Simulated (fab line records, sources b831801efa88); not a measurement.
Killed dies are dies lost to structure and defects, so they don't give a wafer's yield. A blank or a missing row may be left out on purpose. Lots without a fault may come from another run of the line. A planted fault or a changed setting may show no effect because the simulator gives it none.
A struck lot beside a sound one | flow sky130 | 16 steps out of a route of 708
Sound: wafers L886.2, L886.3, L886.6. Struck: wafer L897.5. (L897.1, L897.6 of the same lot were not struck and are left out.) The cause comes at the end.
At each step with rows: each side's tool, then ch and its chambers, then its first start. Under that, the readings that differ: sound wafers | struck wafers | difference of the means | sigmas: that difference in standard deviations of wafers without a fault.
alike: readings whose means differ by less than 2 such deviations, and words and numbers that are the same on both sides. not compared: withheld readings, readings that some wafer has no value for, bounds like >300 that may hide the same value, and numbers for which the record gives no deviation and whose values overlap.
The two part at a step that has a row with sigmas, a row that says differs or no value, or rows on one side only. Numbers that don't overlap but have no deviation are shown without sigmas and don't part them. A reading that every wafer of one side lacks parts them only if that side has two wafers or more.

first, 8 steps without rows for these wafers: SKY_METAL2_DEHYDRATE_07 (time 60 s); SKY_METAL2_HMDS_08 (prime time 60 s); SKY_METAL2_COAT_09 (resist thk 60 nm); SKY_METAL2_COAT_10 (resist thk 450 nm); SKY_METAL2_SOFTBAKE_11 (time 90 s); SKY_METAL2_EXPOSE_12 (exposes mask MM2, target cd 140 nm); SKY_METAL2_PEB_13; SKY_METAL2_DEVELOP_14 (develop time 60 s).
SKY_METAL2_CD_MEAS_15: target cd 140 nm.
  sound on cd_sem-02, day 35 17:42; struck on cd_sem-01, day 38 20:17
  alike: cd_nm
SKY_METAL2_OVL_MEAS_16:
  sound on overlay-01, day 35 17:49; struck on overlay-01, day 38 20:24
  alike: METAL2_OVL
SKY_METAL2_DESCUM_17: chemistry O2, time 8 s.
  sound on rie_metal-04 ch 0,1, day 35 17:50; struck on rie_metal-04 ch 0, day 38 20:26
  alike: drypump_motor_current_A, oes_product_au
  not compared: rf_hours_counter_h
SKY_METAL2_ETCH_18: etches BARC in N2/H2, stops on SiO2, time 45.9 s, target depth 60 nm.
  sound on rie_metal-04 ch 0,1, day 35 17:52; struck on rie_metal-04 ch 0, day 38 20:28
  alike: bias_w, drypump_motor_current_A, oes_product_au, run_length_s, throttle_valve_pct
  not compared: rf_hours_counter_h
SKY_METAL2_METAL_ETCH_19: etches the open film in Cl2/BCl3, stops on SiO2, target depth 360 nm, time 78 s.
  sound on rie_metal-04 ch 0,1, day 35 17:56; struck on rie_metal-04 ch 0, day 38 20:32
  reading                                       | sound             | struck | difference | sigmas
  oes_product_au (a.u.)                         | 0.859 0.865 0.855 | 0.885  | +0.025     | +5
  run_length_s (s)                              | 106.4 106.3 106.4 | 102.7  | -3.7       | -6
  model.KrF-thick_of_METAL2_COAT_10.thk_nm (nm) | 156.8 159.3 160.2 | 168.2  | +9.4       |
  alike: drypump_motor_current_A, throttle_valve_pct
  not compared: bias_w, rf_hours_counter_h
SKY_METAL2_STRIP_20: strips in O2/N2.
  sound on plasma_asher-01 ch 0,1, day 35 18:01; struck on plasma_asher-01 ch 1, day 38 20:37
  reading                      | sound          | struck | difference | sigmas
  strip_time_to_endpoint_s (s) | 2.68 2.71 2.71 | 2.81   | +0.11      | +3
  alike: drypump_motor_current_A, oes_product_au
  not compared: rf_hours_counter_h
then, 2 steps without rows for these wafers: SKY_METAL2_STRIP_21 (strips in post etch residue remover, time 1200 s); SKY_PAD_OPEN_PROBE_99.

WHERE THEY PART
First at SKY_METAL2_METAL_ETCH_19; last, within this record, at SKY_METAL2_STRIP_20.

WHY: what the simulator had put in
Process parameter drift: rie_metal-04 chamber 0, from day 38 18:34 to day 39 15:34, at SKY_METAL2_METAL_ETCH_19. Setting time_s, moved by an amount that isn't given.
